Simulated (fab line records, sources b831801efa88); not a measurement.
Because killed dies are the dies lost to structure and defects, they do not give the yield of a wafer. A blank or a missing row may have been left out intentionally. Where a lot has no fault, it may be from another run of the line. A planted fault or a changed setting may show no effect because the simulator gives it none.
Chamber matching	flow gf180mcu	pecvd-01 running GF_V3_CVD_02: 3 sister chambers
The step deposits SiO2 from TEOS, target thk 850 nm, time 94.851 s. 3 wafers are shown with their chamber, then 8 later ones without.

## WAFERS WITH THEIR CHAMBER
wafer	chamber	heaterPowerW (W)
L089.3	1	532
L090.3	2	657
L091.1	0	831

## WAFERS MISSING THEIR CHAMBER
wafer	heaterPowerW (W)
L091.2	712
L091.5	618
L094.2	635
L094.3	689
L094.6	507
L096.2	539
L096.3	639
L096.6	587

## WHICH CHAMBER EACH WENT THROUGH
wafer	from the rows above	in truth
L091.2	can't be placed: 2 or 0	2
L091.5	can't be placed: 2 or 1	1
L094.2	2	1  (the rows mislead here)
L094.3	2	2
L094.6	1	1
L096.2	1	1
L096.3	2	2
L096.6	can't be placed: 1 or 2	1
Placed correctly: 4 of 8. Can't be placed from these rows: 3 (the true chamber is among the candidates in 3). Number placed wrongly: 1.
How it was worked out, from the rows above alone: a wafer's distance from a chamber is the root of the sum, over the readings, of the square of ((its reading less the chamber's mean) divided by the reading's scatter). If the next closest chamber is less than 2 further off than the closest, the wafer can't be placed; otherwise it belongs to the closest. A chamber's mean is the mean of its shown wafers. The scatter (one wafer shown for each chamber): square how far every hidden wafer sits from the nearest shown wafer, average those squares and take the square root.
